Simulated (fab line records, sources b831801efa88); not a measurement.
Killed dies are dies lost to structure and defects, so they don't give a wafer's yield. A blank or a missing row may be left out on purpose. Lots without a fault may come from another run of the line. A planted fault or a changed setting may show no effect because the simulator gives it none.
A struck lot beside a sound one | flow sky130 | 42 steps out of a route of 708
Sound: wafers L514.4, L514.5, L514.6. Struck: wafer L524.3. (L524.2, L524.6 of the same lot were not struck and are left out.) The cause comes at the end.
At each step with rows: each side's tool, then ch and its chambers, then its first start. Under that, the readings that differ: sound wafers | struck wafers | difference of the means | sigmas: that difference in standard deviations of wafers without a fault.
alike: readings whose means differ by less than 2 such deviations, and words and numbers that are the same on both sides. not compared: withheld readings, readings that some wafer has no value for, bounds like >300 that may hide the same value, and numbers for which the record gives no deviation and whose values overlap.
The two part at a step that has a row with sigmas, a row that says differs or no value, or rows on one side only. Numbers that don't overlap but have no deviation are shown without sigmas and don't part them. A reading that every wafer of one side lacks parts them only if that side has two wafers or more.

first, 2 steps without rows for these wafers: SKY_NWELL_PEB_08; SKY_NWELL_DEVELOP_09 (develop time 60 s).
SKY_NWELL_OVL_MEAS_10:
  sound on overlay-02, day 6 11:53; struck on overlay-01, day 9 06:01
  alike: NWELL_00_OVL
then, 3 steps without rows for these wafers: SKY_NWELL_IMPLANT_11; SKY_NWELL_IMPLANT_12; SKY_NWELL_IMPLANT_13.
SKY_NWELL_STRIP_14: strips in O2/N2.
  sound on plasma_asher-04 ch 0,1, day 6 12:23; struck on plasma_asher-01 ch 0, day 9 06:30
  reading                      | sound             | struck | difference | sigmas
  strip_time_to_endpoint_s (s) | 36.81 36.76 36.79 | 36.98  | +0.19      | +2
  alike: drypump_motor_current_A, oes_product_au
  not compared: rf_hours_counter_h
SKY_NWELL_TW_MEAS_15:
  sound on film_metro-01, day 6 12:29; struck on film_metro-04, day 9 06:37
  alike: NWELL_TW
then, 4 steps without rows for these wafers: SKY_NWELL_DEHYDRATE_16 (time 60 s); SKY_NWELL_HMDS_17 (prime time 60 s); SKY_NWELL_COAT_18 (resist thk 3000 nm); SKY_NWELL_SOFTBAKE_19.
SKY_NWELL_EXPOSE_20: exposes mask NWM COMPLEMENT, target cd 840 nm.
  sound on iline_stepper-01 ch 0, day 6 21:47; struck on iline_stepper-01 ch 0, day 9 17:37
  reading               | sound                | struck | difference | sigmas
  stage_vel_mm_s (mm/s) | 500.34 500.76 500.33 | 499.71 | -0.77      | -3
  alike: mask
then, 2 steps without rows for these wafers: SKY_NWELL_PEB_21; SKY_NWELL_DEVELOP_22 (develop time 60 s).
SKY_NWELL_OVL_MEAS_23:
  sound on overlay-01, day 7 07:59; struck on overlay-01, day 10 04:40
  alike: NWELL_01_OVL
then, 1 step without rows for these wafers: SKY_NWELL_IMPLANT_24.
SKY_NWELL_STRIP_25: strips in O2/N2.
  sound on plasma_asher-04 ch 0,1, day 7 08:11; struck on plasma_asher-04 ch 0, day 10 04:51
  alike: drypump_motor_current_A, oes_product_au, strip_time_to_endpoint_s
  not compared: rf_hours_counter_h
SKY_NWELL_TW_MEAS_26:
  sound on film_metro-03, day 7 08:17; struck on film_metro-01, day 10 04:58
  alike: NWELL_2_TW
then, 1 step without rows for these wafers: SKY_NWELL_CLEAN_27 (cleans in SC1/SC2, time 150 s).
SKY_NWELL_RTA_28: time 30 s.
  sound on rtp_anneal-02 ch 0, day 7 08:25; struck on rtp_anneal-02 ch 0, day 10 05:04
  alike: lamp_power_pct, wafer_temp_C_max
SKY_NWELL_RS_MEAS_29: measures by four-point-probe.
  sound on film_metro-04, day 7 08:31; struck on film_metro-04, day 10 05:11
  alike: NWELL_RS
SKY_NWELL_RS_MEAS_31: measures by four-point-probe.
  sound on film_metro-04, day 7 08:46; struck on film_metro-04, day 10 05:25
  reading          | sound          | struck | difference | sigmas
  PWDE_RS (ohm/sq) | 5279 5284 5295 | 5230   | -56        | -4
then, 7 steps without rows for these wafers: SKY_VT_ADJUST_HVTP_DEHYDRATE_00 (time 60 s); SKY_VT_ADJUST_HVTP_HMDS_01 (prime time 60 s); SKY_VT_ADJUST_HVTP_COAT_02 (resist thk 1140 nm); SKY_VT_ADJUST_HVTP_SOFTBAKE_03 (time 60 s); SKY_VT_ADJUST_HVTP_EXPOSE_04 (exposes mask HVTPM, target cd 380 nm); SKY_VT_ADJUST_HVTP_PEB_05; SKY_VT_ADJUST_HVTP_DEVELOP_06 (develop time 60 s).
SKY_VT_ADJUST_HVTP_CD_MEAS_07: target cd 380 nm.
  sound on cd_sem-01, day 8 04:22; struck on cd_sem-01, day 11 03:11
  alike: cd_nm
SKY_VT_ADJUST_HVTP_OVL_MEAS_08:
  sound on overlay-02, day 8 04:27; struck on overlay-01, day 11 03:18
  alike: VT_ADJUST_HVTP_OVL
then, 1 step without rows for these wafers: SKY_VT_ADJUST_HVTP_IMPLANT_09.
SKY_VT_ADJUST_HVTP_STRIP_10: strips in O2/N2.
  sound on plasma_asher-02 ch 0,1, day 8 04:39; struck on plasma_asher-01 ch 1, day 11 03:29
  alike: drypump_motor_current_A, oes_product_au, strip_time_to_endpoint_s
  not compared: rf_hours_counter_h
SKY_VT_ADJUST_HVTP_TW_MEAS_11:
  sound on film_metro-01, day 8 04:45; struck on film_metro-03, day 11 03:35
  reading           | sound          | struck | difference | sigmas
  VT_ADJUST_HVTP_TW | 1373 1379 1368 | 1351   | -22        | -2
then, 6 steps without rows for these wafers: SKY_VT_ADJUST_LVTN_DEHYDRATE_00 (time 60 s); SKY_VT_ADJUST_LVTN_HMDS_01 (prime time 60 s); SKY_VT_ADJUST_LVTN_COAT_02 (resist thk 3000 nm); SKY_VT_ADJUST_LVTN_SOFTBAKE_03; SKY_VT_ADJUST_LVTN_EXPOSE_04 (exposes mask NWM COMPLEMENT LESS NATIVE, target cd 840 nm); SKY_VT_ADJUST_LVTN_PEB_05.
-- the record jumps here: 39 days lie between the struck wafers' starts before and after (it left off in module VT_ADJUST_LVTN and takes up again in module PAD_OPEN, whose first step shown is number 708 of the route) --
SKY_PAD_OPEN_PROBE_99:
  sound on prober-02, day 48 01:47; struck on prober-01, day 50 10:13
  reading                                 | sound                         | struck    | difference | sigmas
  model.etest.nfet_16v.r_on_ohm_um        | 1.408e+04 1.41e+04 1.415e+04  | 1.417e+04 | +6.000e+01 |
  model.etest.pfet_16v.r_on_ohm_um        | 1.558e+04 1.573e+04 1.568e+04 | 1.455e+04 | -1.113e+03 |
  model.etest.res_iso_pwell.width_nm (nm) | 2633 2630 2630                | 2757      | +126       |
  model.etest.res_nwell.width_nm (nm)     | 842.5 842.5 849.4             | 795.4     | -49.4      |
  model.etest.pfet_16v.drive_ua_um        | 242.2 244.6 242.5             | 262.9     | +19.8      |

WHERE THEY PART
First at SKY_NWELL_STRIP_14; last, within this record, at SKY_VT_ADJUST_HVTP_TW_MEAS_11.

WHY: what the simulator had put in
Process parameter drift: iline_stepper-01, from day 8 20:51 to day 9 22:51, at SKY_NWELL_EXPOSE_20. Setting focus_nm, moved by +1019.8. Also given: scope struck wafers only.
